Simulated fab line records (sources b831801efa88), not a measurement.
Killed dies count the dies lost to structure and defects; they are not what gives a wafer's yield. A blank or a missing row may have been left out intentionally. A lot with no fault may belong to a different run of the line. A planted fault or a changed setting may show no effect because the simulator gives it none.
Which tool is to blame? ; flow gf180mcu ; 24 lots with 72 wafers sampled at 3 steps, on a route of 602 steps

== WHAT THE GAUGES READ, wafer by wafer ==
GF_CONTACT_THK_MEAS_01.
lot;measured;on;CONTACT_CVD_00_THK (nm)
L074;day 15 19:59;filmMetro-01;301.0 303.3 301.3
L075;day 16 02:51;filmMetro-04;299.3 298.9 299.4
L076;day 16 11:38;filmMetro-04;298.5 301.4 300.2
L077;day 16 18:35;filmMetro-02;298.8 296.9 298.6
L078;day 17 00:43;filmMetro-02;302.1 295.4 300.5
L079;day 17 11:13;filmMetro-02;301.1 298.0 297.4
L080;day 18 00:35;filmMetro-02;300.7 299.5 298.5
L081;day 18 08:10;filmMetro-02;299.3 303.2 300.8
L082;day 18 16:32;filmMetro-04;299.6 298.6 302.7
L083;day 19 00:56;filmMetro-01;297.9 292.4 297.3
L084;day 19 08:40;filmMetro-04;301.2 302.8 299.5
L085;day 19 12:05;filmMetro-01;298.7 298.3 298.7
L086;day 20 02:55;filmMetro-02;298.8 301.7 299.4
L087;day 20 09:55;filmMetro-04;297.9 298.7 299.0
L088;day 20 21:02;filmMetro-04;304.5 302.1 299.7
L089;day 21 03:36;filmMetro-01;300.6 303.5 303.1
L090;day 21 10:32;filmMetro-01;299.5 303.0 299.3
L091;day 21 19:59;filmMetro-02;295.9 295.2 294.5
L092;day 22 04:00;filmMetro-01;301.0 300.9 299.3
L093;day 22 10:17;filmMetro-04;300.8 298.8 303.4
L094;day 23 01:56;filmMetro-02;297.6 296.5 297.2
L095;day 23 04:46;filmMetro-01;299.9 303.5 301.4
L096;day 23 12:23;filmMetro-01;298.2 298.7 299.7
L097;day 23 17:23;filmMetro-04;300.6 296.2 303.1

GF_M2_OVL_MEAS_15.
lot;measured;on;M2_OVL (nm)
L074;day 20 01:20;overlay-02;4 6 6
L075;day 20 08:22;overlay-01;-3 -11 -7
L076;day 20 16:18;overlay-01;-4 -1 -7
L077;day 21 00:34;overlay-01;-1 -2 6
L078;day 21 06:57;overlay-01;0 -9 -1
L079;day 21 16:44;overlay-02;4 0 -6
L080;day 22 07:20;overlay-01;7 6 -4
L081;day 22 15:51;overlay-01;-3 -12 -6
L082;day 22 23:37;overlay-01;-4 -3 0
L083;day 23 07:35;overlay-02;-3 10 2
L084;day 23 14:38;overlay-01;13 4 5
L085;day 23 18:12;overlay-01;3 -1 7
L086;day 24 07:55;overlay-02;0 0 4
L087;day 24 13:41;overlay-02;2 12 7
L088;day 25 00:11;overlay-01;0 -2 -3
L089;day 25 05:44;overlay-01;-2 -1 0
L090;day 25 11:38;overlay-02;-1 -1 -8
L091;day 25 19:50;overlay-02;-5 4 3
L092;day 26 04:04;overlay-01;-8 -11 -2
L093;day 26 09:20;overlay-01;0 0 -1
L094;day 26 23:20;overlay-01;-4 -2 -6
L095;day 27 02:13;overlay-02;-8 -8 -1
L096;day 27 08:32;overlay-02;4 -1 5
L097;day 27 13:44;overlay-02;-6 1 -2

GF_V2_THK_MEAS_01.
lot;measured;on;V2_CVD_00_THK (nm)
L074;day 20 02:07;filmMetro-04;604 601 606
L075;day 20 09:08;filmMetro-01;592 595 600
L076;day 20 17:03;filmMetro-04;601 602 596
L077;day 21 01:19;filmMetro-04;595 606 598
L078;day 21 07:43;filmMetro-04;598 603 602
L079;day 21 17:30;filmMetro-01;600 599 596
L080;day 22 08:07;filmMetro-01;606 610 599
L081;day 22 16:37;filmMetro-02;608 602 607
L082;day 23 00:22;filmMetro-04;596 603 602
L083;day 23 08:21;filmMetro-04;611 601 605
L084;day 23 15:24;filmMetro-02;597 597 607
L085;day 23 18:57;filmMetro-01;595 593 602
L086;day 24 08:41;filmMetro-04;605 606 609
L087;day 24 14:26;filmMetro-04;597 595 604
L088;day 25 01:04;filmMetro-01;604 599 609
L089;day 25 06:37;filmMetro-01;610 603 602
L090;day 25 12:32;filmMetro-04;604 599 609
L091;day 25 20:44;filmMetro-01;612 613 610
L092;day 26 04:49;filmMetro-04;611 603 609
L093;day 26 10:05;filmMetro-01;611 603 615
L094;day 27 00:12;filmMetro-01;598 601 591
L095;day 27 02:58;filmMetro-04;601 595 605
L096;day 27 09:19;filmMetro-04;613 604 604
L097;day 27 14:30;filmMetro-02;598 601 599

== TOOL THAT RAN EACH LOT (tool first, then ch and the chambers of the sampled wafers, then the start) ==
No process step before these readings appears in the record.

== WHAT THE TOOLS THEMSELVES READ (means of the sampled wafers that have a number; where no wafer has one, the mark that the record gives instead) ==
The record holds no such reading with a usual standard deviation.

== THE ANSWER, worked out from the rows above alone ==
Rule: the lots themselves supply what counts as usual. Put in order of their means at a reading, lots are off if they are a third of the lots or fewer, leave a main group of 4 or more, and stand apart from it by a gap of 3 or more times the standard deviation of the main group's means; of several such gaps the widest counts. Not used: any main group whose means are identical at the precision the tables above print for the reading. A lot without any number at a reading at which 4 lots or more have one is off too. Any other lot the step has rows for is counted as sound. After the gauges, taken in route order, come the tools' own readings; for these a lot's mean is taken, as printed above. The first step at which some lot is off is used, and at that step the reading that is off furthest; a lot without a number counts as furthest.
None of the lots is off at any reading shown; this tells nothing.

== WHAT THE SIMULATOR HAD PUT IN ==
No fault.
